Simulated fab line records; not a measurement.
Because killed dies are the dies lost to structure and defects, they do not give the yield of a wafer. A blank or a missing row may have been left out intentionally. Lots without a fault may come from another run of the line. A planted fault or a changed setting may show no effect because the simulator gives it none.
Split-lot trial ; flow gf180mcu ; 23 wafers read across 5 lots, on a route 602 steps long

THE SPLIT ITSELF
At GF_M1_PEB_12 (peb time 90 s), the setting peb-temp-c was moved away from the recipe's 135 C on 12 of the 23 wafers read, by -2.8% to +1.8%. All remaining wafers had this setting at the recipe value.

FROM THE SPLIT TO THE READING: what the file shows between them, 1 step
- GF_M1_DEVELOP_13: develop time 60 s

THE READING
Shown in nm: cd-nm at GF_M1_CD_MEAS_14, with target cd 230 nm. Typical for fault-free wafers on this fab line: 229.8 nm, with standard deviation 1.2 nm.

wafer;tool, chamber at the split;peb-temp-c as run, C;against the recipe;cd-nm, nm;against lot-mates on the recipe
L074.1;litho-track-02, 0;135;recipe;229.3;-
L074.2;litho-track-02, 0;135;recipe;228.2;-
L074.6;litho-track-02, 0;135;recipe;230.2;-
L078.1;litho-track-03, 0;131.2;-2.8%;241.4;+12.2
L078.2;litho-track-03, 0;135;recipe;229.3;-
L078.4;litho-track-03, 0;131.2;-2.8%;241.6;+12.4
L078.5;litho-track-03, 0;131.2;-2.8%;242.1;+12.9
L078.6;litho-track-03, 0;135;recipe;229.0;-
L080.2;litho-track-03, 0;136.4;+1.0%;224.7;-4.3
L080.3;litho-track-03, 0;135;recipe;229.4;-
L080.4;litho-track-03, 0;136.4;+1.0%;226.4;-2.6
L080.5;litho-track-03, 0;135;recipe;228.6;-
L080.6;litho-track-03, 0;136.4;+1.0%;225.2;-3.8
L081.1;litho-track-02, 0;137.4;+1.8%;225.1;-6.6
L081.3;litho-track-02, 0;135;recipe;231.1;-
L081.4;litho-track-02, 0;137.4;+1.8%;227.1;-4.6
L081.5;litho-track-02, 0;137.4;+1.8%;226.5;-5.2
L081.6;litho-track-02, 0;135;recipe;232.3;-
L085.1;litho-track-03, 0;137.3;+1.7%;225.4;-5.5
L085.2;litho-track-03, 0;135;recipe;231.5;-
L085.3;litho-track-03, 0;137.3;+1.7%;224.2;-6.7
L085.4;litho-track-03, 0;137.3;+1.7%;224.6;-6.3
L085.6;litho-track-03, 0;135;recipe;230.3;-

FIT RESULTS
A straight line over all 23 wafers: cd-nm changes by -3.6 nm for each +1% of peb-temp-c; r = -0.96; the points scatter about the line by 1.5 nm.
The same after taking each lot's own level away (the mean of its wafers on the recipe; 23 wafers): -4 nm for each +1%; r = -0.99; scatter 0.9 nm.
The reading moves by 11 nm for the largest change in peb-temp-c, on that fit.
Measured against the standard deviation above, the lots' own levels, which go from 229.00 to 231.70 nm, span 2.2 times it.
So the lot-to-lot level changes the slope little: the two slopes agree.
Check: with one of the wafers moved furthest among these (-2.8%) left out of the fit, the line predicts +11.6 nm for it against its lot-mates. It came out at +12.2 nm against them.

ADDITIONAL SPLITS CARRIED BY THESE WAFERS
These wafers also went through other splits before the reading. Each is held against what the fit with the lots' levels taken away leaves over:
other split on the same wafers;wafers away from the commonest value;r with cd-nm (lot level and that fit taken away)
GF_CONTACT_DEVELOP_13 dev-temp-c;7;-0.15
GF_M1_SPUTTER_04 time-s;11;+0.11

THE WHOLE CHAIN: every reading that the file lists as answering this split, in the file's order
step;what it does;reading;change (the file's fit);r (the file's)
GF_M1_CD_MEAS_14;target cd 230 nm;cd-nm;-3.94 nm for each +1% of the setting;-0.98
GF_M1_METAL_ETCH_16;etches the open film in Cl2/BCl3, stops on SiO2, target depth 627.5 nm, time 104.6 s;M1.cd-nm (the simulator's own value, which no gauge read);-4.43 nm for each +1% of the setting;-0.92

FILE'S OWN FIT
cd-nm changes by -3.94 nm for each +1% of peb-temp-c, r = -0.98.
